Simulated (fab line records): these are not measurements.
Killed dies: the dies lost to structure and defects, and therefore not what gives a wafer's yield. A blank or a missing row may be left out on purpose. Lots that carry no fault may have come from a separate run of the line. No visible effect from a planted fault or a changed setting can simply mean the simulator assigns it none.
Which of the tools did it? :: flow sky130 :: 24 lots, 72 wafers sampled, at 6 steps of a route of 708

## WHAT THE GAUGES SHOWED, per wafer
SKY_VT_ADJUST_HVTR_OVL_MEAS_08. Usual: VT_ADJUST_HVTR_OVL gives -0.4 nm (standard deviation 1.6).
lot: L074
measured: day 9 18:01
on: overlay-01
VT_ADJUST_HVTR_OVL (nm): -0.9 -0.5 -2.4
flag: 

lot: L075
measured: day 9 22:59
on: overlay-02
VT_ADJUST_HVTR_OVL (nm): -2.3 -1.8 0.0
flag: 

lot: L076
measured: day 10 07:05
on: overlay-02
VT_ADJUST_HVTR_OVL (nm): 0.2 0.0 1.1
flag: 

lot: L077
measured: day 10 16:56
on: overlay-02
VT_ADJUST_HVTR_OVL (nm): 1.4 1.6 1.7
flag: 

lot: L078
measured: day 10 20:23
on: overlay-01
VT_ADJUST_HVTR_OVL (nm): 0.7 1.0 -2.5
flag: 

lot: L079
measured: day 11 02:29
on: overlay-02
VT_ADJUST_HVTR_OVL (nm): 1.4 0.1 -1.4
flag: 

lot: L080
measured: day 11 08:31
on: overlay-02
VT_ADJUST_HVTR_OVL (nm): -1.8 -2.4 -1.9
flag: 

lot: L081
measured: day 11 13:35
on: overlay-02
VT_ADJUST_HVTR_OVL (nm): 0.0 -2.1 -1.5
flag: 

lot: L082
measured: day 12 04:43
on: overlay-01
VT_ADJUST_HVTR_OVL (nm): -0.3 -1.3 -2.6
flag: 

lot: L083
measured: day 12 07:25
on: overlay-02
VT_ADJUST_HVTR_OVL (nm): 0.2 1.2 2.4
flag: 

lot: L084
measured: day 12 16:22
on: overlay-02
VT_ADJUST_HVTR_OVL (nm): -1.0 0.1 0.6
flag: 

lot: L085
measured: day 12 18:59
on: overlay-02
VT_ADJUST_HVTR_OVL (nm): -1.1 0.3 -0.7
flag: 

lot: L086
measured: day 13 00:56
on: overlay-02
VT_ADJUST_HVTR_OVL (nm): 1.3 1.2 -0.3
flag: 

lot: L087
measured: day 13 09:41
on: overlay-02
VT_ADJUST_HVTR_OVL (nm): 0.5 2.4 1.1
flag: 

lot: L088
measured: day 13 18:47
on: overlay-01
VT_ADJUST_HVTR_OVL (nm): -0.4 -0.6 -2.7
flag: 

lot: L089
measured: day 14 00:49
on: overlay-01
VT_ADJUST_HVTR_OVL (nm): -1.3 -3.3 -1.8
flag: 

lot: L090
measured: day 14 09:56
on: overlay-02
VT_ADJUST_HVTR_OVL (nm): -0.5 -0.4 -0.1
flag: 

lot: L092
measured: day 15 03:05
on: overlay-01
VT_ADJUST_HVTR_OVL (nm): -1.5 -3.7 -2.8
flag: 

lot: L091
measured: day 15 03:49
on: overlay-02
VT_ADJUST_HVTR_OVL (nm): 1.4 -2.4 0.4
flag: 

lot: L093
measured: day 15 09:14
on: overlay-02
VT_ADJUST_HVTR_OVL (nm): 2.7 3.2 1.5
flag: 

lot: L094
measured: day 15 18:17
on: overlay-01
VT_ADJUST_HVTR_OVL (nm): -0.9 -2.1 0.6
flag: 

lot: L096
measured: day 16 09:13
on: overlay-01
VT_ADJUST_HVTR_OVL (nm): 0.2 0.4 0.7
flag: 

lot: L095
measured: day 16 10:05
on: overlay-01
VT_ADJUST_HVTR_OVL (nm): -2.4 -2.6 -1.6
flag: 

lot: L097
measured: day 17 01:43
on: overlay-02
VT_ADJUST_HVTR_OVL (nm): 0.9 3.5 1.6
flag: 

SKY_METAL5_THK_MEAS_06: measures by xrf. Usual: METAL5_ALCU_THK gives 1133 nm (standard deviation 14).
lot: L074
measured: day 43 05:29
on: film-metro-03
METAL5_ALCU_THK (nm): 1136 1126 1127
flag: 

lot: L075
measured: day 43 14:43
on: film-metro-03
METAL5_ALCU_THK (nm): 1136 1151 1145
flag: 

lot: L076
measured: day 43 17:55
on: film-metro-01
METAL5_ALCU_THK (nm): 1150 1151 1151
flag: 

lot: L077
measured: day 44 06:51
on: film-metro-02
METAL5_ALCU_THK (nm): 1118 1138 1117
flag: 

lot: L078
measured: day 45 02:51
on: film-metro-02
METAL5_ALCU_THK (nm): 1163 1142 1142
flag: 

lot: L079
measured: day 44 23:39
on: film-metro-02
METAL5_ALCU_THK (nm): 1122 1144 1144
flag: 

lot: L080
measured: day 45 00:48
on: film-metro-03
METAL5_ALCU_THK (nm): 1108 1116 1120
flag: 

lot: L081
measured: day 45 04:17
on: film-metro-02
METAL5_ALCU_THK (nm): 1115 1096 1117
flag: 

lot: L082
measured: day 45 20:34
on: film-metro-01
METAL5_ALCU_THK (nm): 1145 1152 1141
flag: 

lot: L083
measured: day 45 21:39
on: film-metro-03
METAL5_ALCU_THK (nm): 1158 1147 1138
flag: 

lot: L084
measured: day 46 09:47
on: film-metro-03
METAL5_ALCU_THK (nm): 1121 1125 1117
flag: 

lot: L085
measured: day 46 03:16
on: film-metro-02
METAL5_ALCU_THK (nm): 1158 1153 1151
flag: 

lot: L086
measured: day 46 13:37
on: film-metro-03
METAL5_ALCU_THK (nm): 1144 1139 1137
flag: 

lot: L087
measured: day 46 20:16
on: film-metro-03
METAL5_ALCU_THK (nm): 1117 1138 1108
flag: 

lot: L088
measured: day 46 22:58
on: film-metro-01
METAL5_ALCU_THK (nm): 1146 1134 1141
flag: 

lot: L089
measured: day 47 08:38
on: film-metro-02
METAL5_ALCU_THK (nm): 1127 1131 1144
flag: 

lot: L090
measured: day 47 12:08
on: film-metro-02
METAL5_ALCU_THK (nm): 1152 1159 1144
flag: 

lot: L092
measured: day 48 00:21
on: film-metro-03
METAL5_ALCU_THK (nm): 1131 1126 1127
flag: 

lot: L091
measured: day 48 05:29
on: film-metro-02
METAL5_ALCU_THK (nm): 1127 1143 1128
flag: 

lot: L093
measured: day 48 07:11
on: film-metro-03
METAL5_ALCU_THK (nm): 1120 1135 1121
flag: 

lot: L094
measured: day 48 13:07
on: film-metro-03
METAL5_ALCU_THK (nm): 1121 1137 1122
flag: 

lot: L096
measured: day 48 18:35
on: film-metro-03
METAL5_ALCU_THK (nm): 1123 1105 1121
flag: 

lot: L095
measured: day 48 22:38
on: film-metro-03
METAL5_ALCU_THK (nm): 1140 1119 1130
flag: 

lot: L097
measured: day 49 08:05
on: film-metro-03
METAL5_ALCU_THK (nm): 1143 1131 1119
flag: 

## TOOL THAT RAN EACH LOT (tool first, then ch and the chambers of the sampled wafers, then the start)
lot: L074
SKY_DNWELL_STRIP_08: plasma-asher-02 ch 0,1, day 3 09:28
SKY_LI_CONTACT_ETCH_15: rie-diel-04 ch 1,2,3, day 29 09:03
SKY_METAL4_SPUTTER_03: pvd-sputter-01, day 40 02:34
SKY_METAL4_ETCH_16: rie-metal-01 ch 0,1, day 42 03:29

lot: L075
SKY_DNWELL_STRIP_08: plasma-asher-02 ch 0,1, day 3 13:02
SKY_LI_CONTACT_ETCH_15: rie-diel-01 ch 0,1,3, day 29 21:25
SKY_METAL4_SPUTTER_03: pvd-sputter-04, day 40 11:05
SKY_METAL4_ETCH_16: rie-metal-03 ch 0, day 42 11:53

lot: L076
SKY_DNWELL_STRIP_08: plasma-asher-02 ch 0,1, day 3 19:59
SKY_LI_CONTACT_ETCH_15: rie-diel-01 ch 1,2, day 30 01:38
SKY_METAL4_SPUTTER_03: pvd-sputter-03, day 40 15:19
SKY_METAL4_ETCH_16: rie-metal-03 ch 0, day 42 16:10

lot: L077
SKY_DNWELL_STRIP_08: plasma-asher-02 ch 0,1, day 4 02:10
SKY_LI_CONTACT_ETCH_15: rie-diel-01 ch 0,3, day 30 17:12
SKY_METAL4_SPUTTER_03: pvd-sputter-04, day 41 05:00
SKY_METAL4_ETCH_16: rie-metal-03 ch 0,1, day 43 04:39

lot: L078
SKY_DNWELL_STRIP_08: plasma-asher-02 ch 0,1, day 4 05:20
SKY_LI_CONTACT_ETCH_15: rie-diel-01 ch 0,2, day 31 14:56
SKY_METAL4_SPUTTER_03: pvd-sputter-01, day 42 00:01
SKY_METAL4_ETCH_16: rie-metal-02 ch 0, day 43 23:35

lot: L079
SKY_DNWELL_STRIP_08: plasma-asher-04 ch 0,1, day 4 09:29
SKY_LI_CONTACT_ETCH_15: rie-diel-03 ch 2,3, day 31 13:59
SKY_METAL4_SPUTTER_03: pvd-sputter-01, day 41 22:14
SKY_METAL4_ETCH_16: rie-metal-03 ch 0,1, day 43 22:18

lot: L080
SKY_DNWELL_STRIP_08: plasma-asher-02 ch 0,1, day 4 14:16
SKY_LI_CONTACT_ETCH_15: rie-diel-04 ch 0,1,2, day 31 14:01
SKY_METAL4_SPUTTER_03: pvd-sputter-01, day 41 23:10
SKY_METAL4_ETCH_16: rie-metal-02 ch 0,1, day 43 22:53

lot: L081
SKY_DNWELL_STRIP_08: plasma-asher-02 ch 0,1, day 4 17:11
SKY_LI_CONTACT_ETCH_15: rie-diel-03 ch 0,2,3, day 31 17:21
SKY_METAL4_SPUTTER_03: pvd-sputter-03, day 42 02:36
SKY_METAL4_ETCH_16: rie-metal-03 ch 0,1, day 44 02:35

lot: L082
SKY_DNWELL_STRIP_08: plasma-asher-02 ch 0,1, day 5 04:44
SKY_LI_CONTACT_ETCH_15: rie-diel-04 ch 0,1,3, day 32 13:07
SKY_METAL4_SPUTTER_03: pvd-sputter-01, day 42 21:09
SKY_METAL4_ETCH_16: rie-metal-03 ch 0,1, day 44 19:50

lot: L083
SKY_DNWELL_STRIP_08: plasma-asher-04 ch 0,1, day 5 05:35
SKY_LI_CONTACT_ETCH_15: rie-diel-01 ch 2,3, day 32 17:21
SKY_METAL4_SPUTTER_03: pvd-sputter-04, day 42 23:17
SKY_METAL4_ETCH_16: rie-metal-01 ch 0,1, day 44 21:21

lot: L084
SKY_DNWELL_STRIP_08: plasma-asher-02 ch 0,1, day 5 12:43
SKY_LI_CONTACT_ETCH_15: rie-diel-03 ch 1,2,3, day 33 05:18
SKY_METAL4_SPUTTER_03: pvd-sputter-01, day 43 10:20
SKY_METAL4_ETCH_16: rie-metal-02 ch 0,1, day 45 08:08

lot: L085
SKY_DNWELL_STRIP_08: plasma-asher-03 ch 0,1, day 5 15:25
SKY_LI_CONTACT_ETCH_15: rie-diel-01 ch 0,2,3, day 33 00:49
SKY_METAL4_SPUTTER_03: pvd-sputter-01, day 43 04:32
SKY_METAL4_ETCH_16: rie-metal-02 ch 0,1, day 45 03:23

lot: L086
SKY_DNWELL_STRIP_08: plasma-asher-04 ch 0,1, day 5 20:25
SKY_LI_CONTACT_ETCH_15: rie-diel-01 ch 1,2,3, day 33 08:40
SKY_METAL4_SPUTTER_03: pvd-sputter-03, day 43 14:36
SKY_METAL4_ETCH_16: rie-metal-01 ch 0,1, day 45 12:20

lot: L087
SKY_DNWELL_STRIP_08: plasma-asher-04 ch 0,1, day 6 02:53
SKY_LI_CONTACT_ETCH_15: rie-diel-01 ch 2,3, day 33 18:51
SKY_METAL4_SPUTTER_03: pvd-sputter-04, day 43 22:53
SKY_METAL4_ETCH_16: rie-metal-03 ch 0,1, day 45 19:52

lot: L088
SKY_DNWELL_STRIP_08: plasma-asher-04 ch 0,1, day 6 07:49
SKY_LI_CONTACT_ETCH_15: rie-diel-03 ch 1,2, day 34 01:16
SKY_METAL4_SPUTTER_03: pvd-sputter-03, day 44 02:24
SKY_METAL4_ETCH_16: rie-metal-01 ch 0,1, day 45 23:23

lot: L089
SKY_DNWELL_STRIP_08: plasma-asher-03 ch 0,1, day 6 14:19
SKY_LI_CONTACT_ETCH_15: rie-diel-01 ch 2,3, day 34 11:01
SKY_METAL4_SPUTTER_03: pvd-sputter-01, day 44 11:55
SKY_METAL4_ETCH_16: rie-metal-02 ch 0,1, day 46 08:38

lot: L090
SKY_DNWELL_STRIP_08: plasma-asher-04 ch 0,1, day 6 20:37
SKY_LI_CONTACT_ETCH_15: rie-diel-01 ch 1,3, day 34 18:50
SKY_METAL4_SPUTTER_03: pvd-sputter-04, day 44 17:50
SKY_METAL4_ETCH_16: rie-metal-03 ch 0,1, day 46 12:54

lot: L092
SKY_DNWELL_STRIP_08: plasma-asher-03 ch 0,1, day 7 07:56
SKY_LI_CONTACT_ETCH_15: rie-diel-03 ch 0,3, day 35 10:57
SKY_METAL4_SPUTTER_03: pvd-sputter-04, day 45 06:14
SKY_METAL4_ETCH_16: rie-metal-02 ch 0,1, day 47 00:58

lot: L091
SKY_DNWELL_STRIP_08: plasma-asher-02 ch 0,1, day 7 08:16
SKY_LI_CONTACT_ETCH_15: rie-diel-03 ch 0,2,3, day 35 15:07
SKY_METAL4_SPUTTER_03: pvd-sputter-03, day 45 11:53
SKY_METAL4_ETCH_16: rie-metal-01 ch 0,1, day 47 05:53

lot: L093
SKY_DNWELL_STRIP_08: plasma-asher-04 ch 0,1, day 7 12:17
SKY_LI_CONTACT_ETCH_15: rie-diel-04 ch 0,1,2, day 35 16:14
SKY_METAL4_SPUTTER_03: pvd-sputter-04, day 45 12:12
SKY_METAL4_ETCH_16: rie-metal-01 ch 0,1, day 47 07:29

lot: L094
SKY_DNWELL_STRIP_08: plasma-asher-02 ch 0,1, day 7 19:10
SKY_LI_CONTACT_ETCH_15: rie-diel-03 ch 1,3, day 36 03:03
SKY_METAL4_SPUTTER_03: pvd-sputter-04, day 45 19:33
SKY_METAL4_ETCH_16: rie-metal-03 ch 0,1, day 47 13:44

lot: L096
SKY_DNWELL_STRIP_08: plasma-asher-03 ch 0,1, day 8 06:02
SKY_LI_CONTACT_ETCH_15: rie-diel-03 ch 0,2, day 36 09:44
SKY_METAL4_SPUTTER_03: pvd-sputter-04, day 46 03:10
SKY_METAL4_ETCH_16: rie-metal-01 ch 0,1, day 47 20:17

lot: L095
SKY_DNWELL_STRIP_08: plasma-asher-02 ch 0,1, day 8 06:28
SKY_LI_CONTACT_ETCH_15: rie-diel-01 ch 0,1,2, day 36 17:04
SKY_METAL4_SPUTTER_03: pvd-sputter-01, day 46 07:26
SKY_METAL4_ETCH_16: rie-metal-02 ch 0,1, day 48 01:02

lot: L097
SKY_DNWELL_STRIP_08: plasma-asher-03 ch 0,1, day 8 18:02
SKY_LI_CONTACT_ETCH_15: rie-diel-03 ch 1,2,3, day 37 07:02
SKY_METAL4_SPUTTER_03: pvd-sputter-01, day 46 17:49
SKY_METAL4_ETCH_16: rie-metal-01 ch 0,1, day 48 10:50
- SKY_DNWELL_STRIP_08: strips in O2/N2.
- SKY_LI_CONTACT_ETCH_15: etches PSG in C4F8/O2/Ar, stops on Si, target depth 600 nm.
- SKY_METAL4_SPUTTER_03: material Ti, target thk 5 nm, time 3.3 s.
- SKY_METAL4_ETCH_16: etches BARC in N2/H2, stops on SiO2, time 88.2 s, target depth 60 nm.

## WHAT THE TOOLS THEMSELVES READ (means of the sampled wafers that have a number; where no wafer has one, the mark that the record gives instead)
SKY_DNWELL_STRIP_08. Usual: drypump-motor-current-A 6.0 A, standard deviation 0.48; oes-product-au 0.723 a.u., standard deviation 0.0046; strip-time-to-endpoint-s 37.61 s, standard deviation 0.099.
lot: L074
tool: plasma-asher-02
drypump-motor-current-A (A): 6.0
oes-product-au (a.u.): 0.721
strip-time-to-endpoint-s (s): 37.56
flag: 

lot: L075
tool: plasma-asher-02
drypump-motor-current-A (A): 5.6
oes-product-au (a.u.): 0.727
strip-time-to-endpoint-s (s): 37.63
flag: 

lot: L076
tool: plasma-asher-02
drypump-motor-current-A (A): 5.9
oes-product-au (a.u.): 0.726
strip-time-to-endpoint-s (s): 37.58
flag: 

lot: L077
tool: plasma-asher-02
drypump-motor-current-A (A): 5.6
oes-product-au (a.u.): 0.723
strip-time-to-endpoint-s (s): 37.62
flag: 

lot: L078
tool: plasma-asher-02
drypump-motor-current-A (A): 5.6
oes-product-au (a.u.): 0.724
strip-time-to-endpoint-s (s): 37.52
flag: 

lot: L079
tool: plasma-asher-04
drypump-motor-current-A (A): 6.2
oes-product-au (a.u.): 0.720
strip-time-to-endpoint-s (s): 37.53
flag: 

lot: L080
tool: plasma-asher-02
drypump-motor-current-A (A): 5.6
oes-product-au (a.u.): 0.725
strip-time-to-endpoint-s (s): 37.74
flag: 

lot: L081
tool: plasma-asher-02
drypump-motor-current-A (A): 5.6
oes-product-au (a.u.): 0.724
strip-time-to-endpoint-s (s): 37.73
flag: 

lot: L082
tool: plasma-asher-02
drypump-motor-current-A (A): 5.6
oes-product-au (a.u.): 0.720
strip-time-to-endpoint-s (s): 37.42
flag: 

lot: L083
tool: plasma-asher-04
drypump-motor-current-A (A): 6.1
oes-product-au (a.u.): 0.721
strip-time-to-endpoint-s (s): 37.60
flag: 

lot: L084
tool: plasma-asher-02
drypump-motor-current-A (A): 5.9
oes-product-au (a.u.): 0.726
strip-time-to-endpoint-s (s): 37.74
flag: 

lot: L085
tool: plasma-asher-03
drypump-motor-current-A (A): 6.0
oes-product-au (a.u.): 0.720
strip-time-to-endpoint-s (s): 37.78
flag: 

lot: L086
tool: plasma-asher-04
drypump-motor-current-A (A): 6.1
oes-product-au (a.u.): 0.723
strip-time-to-endpoint-s (s): 37.81
flag: 

lot: L087
tool: plasma-asher-04
drypump-motor-current-A (A): 6.2
oes-product-au (a.u.): 0.724
strip-time-to-endpoint-s (s): 37.60
flag: 

lot: L088
tool: plasma-asher-04
drypump-motor-current-A (A): 6.1
oes-product-au (a.u.): 0.723
strip-time-to-endpoint-s (s): 37.52
flag: 

lot: L089
tool: plasma-asher-03
drypump-motor-current-A (A): 6.0
oes-product-au (a.u.): 0.730
strip-time-to-endpoint-s (s): 37.58
flag: 

lot: L090
tool: plasma-asher-04
drypump-motor-current-A (A): 6.1
oes-product-au (a.u.): 0.722
strip-time-to-endpoint-s (s): 37.62
flag: 

lot: L092
tool: plasma-asher-03
drypump-motor-current-A (A): 6.0
oes-product-au (a.u.): 0.720
strip-time-to-endpoint-s (s): 37.55
flag: 

lot: L091
tool: plasma-asher-02
drypump-motor-current-A (A): 5.6
oes-product-au (a.u.): 0.724
strip-time-to-endpoint-s (s): 37.58
flag: 

lot: L093
tool: plasma-asher-04
drypump-motor-current-A (A): 6.1
oes-product-au (a.u.): 0.723
strip-time-to-endpoint-s (s): 37.59
flag: 

lot: L094
tool: plasma-asher-02
drypump-motor-current-A (A): 5.6
oes-product-au (a.u.): 0.720
strip-time-to-endpoint-s (s): 37.58
flag: 

lot: L096
tool: plasma-asher-03
drypump-motor-current-A (A): 6.0
oes-product-au (a.u.): 0.721
strip-time-to-endpoint-s (s): 37.52
flag: 

lot: L095
tool: plasma-asher-02
drypump-motor-current-A (A): 5.6
oes-product-au (a.u.): 0.725
strip-time-to-endpoint-s (s): 37.60
flag: 

lot: L097
tool: plasma-asher-03
drypump-motor-current-A (A): 6.0
oes-product-au (a.u.): 0.722
strip-time-to-endpoint-s (s): 37.44
flag: 

SKY_LI_CONTACT_ETCH_15. Usual: 0.837 a.u. for oes-product-au, sd 0.0049.
lot: L074
tool: rie-diel-04
oes-product-au (a.u.): 0.840
flag: 

lot: L075
tool: rie-diel-01
oes-product-au (a.u.): 0.830
flag: 

lot: L076
tool: rie-diel-01
oes-product-au (a.u.): 0.836
flag: 

lot: L077
tool: rie-diel-01
oes-product-au (a.u.): 0.839
flag: 

lot: L078
tool: rie-diel-01
oes-product-au (a.u.): 0.841
flag: 

lot: L079
tool: rie-diel-03
oes-product-au (a.u.): 0.838
flag: 

lot: L080
tool: rie-diel-04
oes-product-au (a.u.): 0.836
flag: 

lot: L081
tool: rie-diel-03
oes-product-au (a.u.): 0.834
flag: 

lot: L082
tool: rie-diel-04
oes-product-au (a.u.): 0.834
flag: 

lot: L083
tool: rie-diel-01
oes-product-au (a.u.): 0.834
flag: 

lot: L084
tool: rie-diel-03
oes-product-au (a.u.): 0.836
flag: 

lot: L085
tool: rie-diel-01
oes-product-au (a.u.): 0.838
flag: 

lot: L086
tool: rie-diel-01
oes-product-au (a.u.): 0.840
flag: 

lot: L087
tool: rie-diel-01
oes-product-au (a.u.): 0.836
flag: 

lot: L088
tool: rie-diel-03
oes-product-au (a.u.): 0.839
flag: 

lot: L089
tool: rie-diel-01
oes-product-au (a.u.): 0.836
flag: 

lot: L090
tool: rie-diel-01
oes-product-au (a.u.): 0.838
flag: 

lot: L092
tool: rie-diel-03
oes-product-au (a.u.): 0.837
flag: 

lot: L091
tool: rie-diel-03
oes-product-au (a.u.): 0.837
flag: 

lot: L093
tool: rie-diel-04
oes-product-au (a.u.): 0.840
flag: 

lot: L094
tool: rie-diel-03
oes-product-au (a.u.): 0.832
flag: 

lot: L096
tool: rie-diel-03
oes-product-au (a.u.): 0.841
flag: 

lot: L095
tool: rie-diel-01
oes-product-au (a.u.): 0.833
flag: 

lot: L097
tool: rie-diel-03
oes-product-au (a.u.): 0.835
flag: 

SKY_METAL4_SPUTTER_03. Usual: cathode-dc-power-W 3000.0 W, standard deviation 0.57; chamber-pressure-pa 0.4002 Pa, standard deviation 0.00078; throttle-valve-pct 30.0 %, standard deviation 0.65.
lot: L074
tool: pvd-sputter-01
cathode-dc-power-W (W): 3000.3
chamber-pressure-pa (Pa): 0.4002
throttle-valve-pct (%): 29.9
flag: 

lot: L075
tool: pvd-sputter-04
cathode-dc-power-W (W): 3000.2
chamber-pressure-pa (Pa): 0.4010
throttle-valve-pct (%): 30.4
flag: 

lot: L076
tool: pvd-sputter-03
cathode-dc-power-W (W): 3000.7
chamber-pressure-pa (Pa): 0.4006
throttle-valve-pct (%): 30.1
flag: 

lot: L077
tool: pvd-sputter-04
cathode-dc-power-W (W): 2999.8
chamber-pressure-pa (Pa): 0.4001
throttle-valve-pct (%): 29.7
flag: 

lot: L078
tool: pvd-sputter-01
cathode-dc-power-W (W): 2999.8
chamber-pressure-pa (Pa): 0.4000
throttle-valve-pct (%): 29.8
flag: 

lot: L079
tool: pvd-sputter-01
cathode-dc-power-W (W): 3000.3
chamber-pressure-pa (Pa): 0.4005
throttle-valve-pct (%): 30.0
flag: 

lot: L080
tool: pvd-sputter-01
cathode-dc-power-W (W): 3000.3
chamber-pressure-pa (Pa): 0.4001
throttle-valve-pct (%): 30.1
flag: 

lot: L081
tool: pvd-sputter-03
cathode-dc-power-W (W): 2999.3
chamber-pressure-pa (Pa): 0.4004
throttle-valve-pct (%): 30.9
flag: 

lot: L082
tool: pvd-sputter-01
cathode-dc-power-W (W): 2999.7
chamber-pressure-pa (Pa): 0.3997
throttle-valve-pct (%): 29.9
flag: 

lot: L083
tool: pvd-sputter-04
cathode-dc-power-W (W): 3000.1
chamber-pressure-pa (Pa): 0.3994
throttle-valve-pct (%): 30.3
flag: 

lot: L084
tool: pvd-sputter-01
cathode-dc-power-W (W): 3000.9
chamber-pressure-pa (Pa): 0.4001
throttle-valve-pct (%): 30.1
flag: 

lot: L085
tool: pvd-sputter-01
cathode-dc-power-W (W): 2999.7
chamber-pressure-pa (Pa): 0.4003
throttle-valve-pct (%): 30.0
flag: 

lot: L086
tool: pvd-sputter-03
cathode-dc-power-W (W): 2999.5
chamber-pressure-pa (Pa): 0.3997
throttle-valve-pct (%): 30.6
flag: 

lot: L087
tool: pvd-sputter-04
cathode-dc-power-W (W): 3000.9
chamber-pressure-pa (Pa): 0.3999
throttle-valve-pct (%): 29.7
flag: 

lot: L088
tool: pvd-sputter-03
cathode-dc-power-W (W): 3000.2
chamber-pressure-pa (Pa): 0.4007
throttle-valve-pct (%): 30.6
flag: 

lot: L089
tool: pvd-sputter-01
cathode-dc-power-W (W): 2999.9
chamber-pressure-pa (Pa): 0.3998
throttle-valve-pct (%): 30.0
flag: 

lot: L090
tool: pvd-sputter-04
cathode-dc-power-W (W): 2999.8
chamber-pressure-pa (Pa): 0.3999
throttle-valve-pct (%): 30.1
flag: 

lot: L092
tool: pvd-sputter-04
cathode-dc-power-W (W): 2999.6
chamber-pressure-pa (Pa): 0.4004
throttle-valve-pct (%): 29.6
flag: 

lot: L091
tool: pvd-sputter-03
cathode-dc-power-W (W): 2999.6
chamber-pressure-pa (Pa): 0.3996
throttle-valve-pct (%): 30.0
flag: 

lot: L093
tool: pvd-sputter-04
cathode-dc-power-W (W): 3000.2
chamber-pressure-pa (Pa): 0.4003
throttle-valve-pct (%): 29.8
flag: 

lot: L094
tool: pvd-sputter-04
cathode-dc-power-W (W): 3000.5
chamber-pressure-pa (Pa): 0.4003
throttle-valve-pct (%): 30.3
flag: 

lot: L096
tool: pvd-sputter-04
cathode-dc-power-W (W): 3000.0
chamber-pressure-pa (Pa): 0.3999
throttle-valve-pct (%): 30.3
flag: 

lot: L095
tool: pvd-sputter-01
cathode-dc-power-W (W): 3000.4
chamber-pressure-pa (Pa): 0.3999
throttle-valve-pct (%): 30.0
flag: 

lot: L097
tool: pvd-sputter-01
cathode-dc-power-W (W): 3000.0
chamber-pressure-pa (Pa): 0.3999
throttle-valve-pct (%): 29.6
flag: 

SKY_METAL4_ETCH_16. Usual: drypump-motor-current-A 5.4 A, standard deviation 0.43; oes-product-au 0.625 a.u., standard deviation 0.0045; throttle-valve-pct 13.205 %, standard deviation 0.0085.
lot: L074
tool: rie-metal-01
drypump-motor-current-A (A): 5.6
oes-product-au (a.u.): 0.625
throttle-valve-pct (%): 13.203
flag: 

lot: L075
tool: rie-metal-03
drypump-motor-current-A (A): 4.9
oes-product-au (a.u.): 0.627
throttle-valve-pct (%): 13.202
flag: 

lot: L076
tool: rie-metal-03
drypump-motor-current-A (A): 4.9
oes-product-au (a.u.): 0.627
throttle-valve-pct (%): 13.205
flag: 

lot: L077
tool: rie-metal-03
drypump-motor-current-A (A): 5.2
oes-product-au (a.u.): 0.626
throttle-valve-pct (%): 13.205
flag: 

lot: L078
tool: rie-metal-02
drypump-motor-current-A (A): 5.0
oes-product-au (a.u.): 0.624
throttle-valve-pct (%): 13.191
flag: 

lot: L079
tool: rie-metal-03
drypump-motor-current-A (A): 5.5
oes-product-au (a.u.): 0.624
throttle-valve-pct (%): 13.212
flag: 

lot: L080
tool: rie-metal-02
drypump-motor-current-A (A): 5.6
oes-product-au (a.u.): 0.624
throttle-valve-pct (%): 13.201
flag: 

lot: L081
tool: rie-metal-03
drypump-motor-current-A (A): 5.2
oes-product-au (a.u.): 0.625
throttle-valve-pct (%): 13.210
flag: 

lot: L082
tool: rie-metal-03
drypump-motor-current-A (A): 5.6
oes-product-au (a.u.): 0.623
throttle-valve-pct (%): 13.208
flag: 

lot: L083
tool: rie-metal-01
drypump-motor-current-A (A): 5.6
oes-product-au (a.u.): 0.625
throttle-valve-pct (%): 13.199
flag: 

lot: L084
tool: rie-metal-02
drypump-motor-current-A (A): 5.5
oes-product-au (a.u.): 0.622
throttle-valve-pct (%): 13.207
flag: 

lot: L085
tool: rie-metal-02
drypump-motor-current-A (A): 5.5
oes-product-au (a.u.): 0.628
throttle-valve-pct (%): 13.197
flag: 

lot: L086
tool: rie-metal-01
drypump-motor-current-A (A): 5.6
oes-product-au (a.u.): 0.626
throttle-valve-pct (%): 13.212
flag: 

lot: L087
tool: rie-metal-03
drypump-motor-current-A (A): 5.5
oes-product-au (a.u.): 0.628
throttle-valve-pct (%): 13.210
flag: 

lot: L088
tool: rie-metal-01
drypump-motor-current-A (A): 5.6
oes-product-au (a.u.): 0.629
throttle-valve-pct (%): 13.212
flag: 

lot: L089
tool: rie-metal-02
drypump-motor-current-A (A): 5.5
oes-product-au (a.u.): 0.623
throttle-valve-pct (%): 13.206
flag: 

lot: L090
tool: rie-metal-03
drypump-motor-current-A (A): 5.2
oes-product-au (a.u.): 0.628
throttle-valve-pct (%): 13.212
flag: 

lot: L092
tool: rie-metal-02
drypump-motor-current-A (A): 5.3
oes-product-au (a.u.): 0.621
throttle-valve-pct (%): 13.214
flag: 

lot: L091
tool: rie-metal-01
drypump-motor-current-A (A): 5.4
oes-product-au (a.u.): 0.626
throttle-valve-pct (%): 13.201
flag: 

lot: L093
tool: rie-metal-01
drypump-motor-current-A (A): 5.4
oes-product-au (a.u.): 0.626
throttle-valve-pct (%): 13.202
flag: 

lot: L094
tool: rie-metal-03
drypump-motor-current-A (A): 5.6
oes-product-au (a.u.): 0.626
throttle-valve-pct (%): 13.195
flag: 

lot: L096
tool: rie-metal-01
drypump-motor-current-A (A): 5.4
oes-product-au (a.u.): 0.622
throttle-valve-pct (%): 13.204
flag: 

lot: L095
tool: rie-metal-02
drypump-motor-current-A (A): 5.5
oes-product-au (a.u.): 0.628
throttle-valve-pct (%): 13.205
flag: 

lot: L097
tool: rie-metal-01
drypump-motor-current-A (A): 5.4
oes-product-au (a.u.): 0.624
throttle-valve-pct (%): 13.205
flag: 

## THE ANSWER, worked out from the rows above alone
Rule: a lot is off if the mean of its wafers that have a number lies more than 3 standard deviations from the usual mean. A lot without any number at a reading at which 4 lots or more have one is off too. The other lots that the step has rows for count as sound. The gauges are gone through in route order, then the tools' own readings, and for those a lot's mean is taken as printed above. The first step at which some lot is off is used, and at that step the reading that is off furthest; a lot without a number counts as furthest.
Nothing can be told from this: no lot is off at any reading shown.

## WHAT HAD BEEN PUT IN BY THE SIMULATOR
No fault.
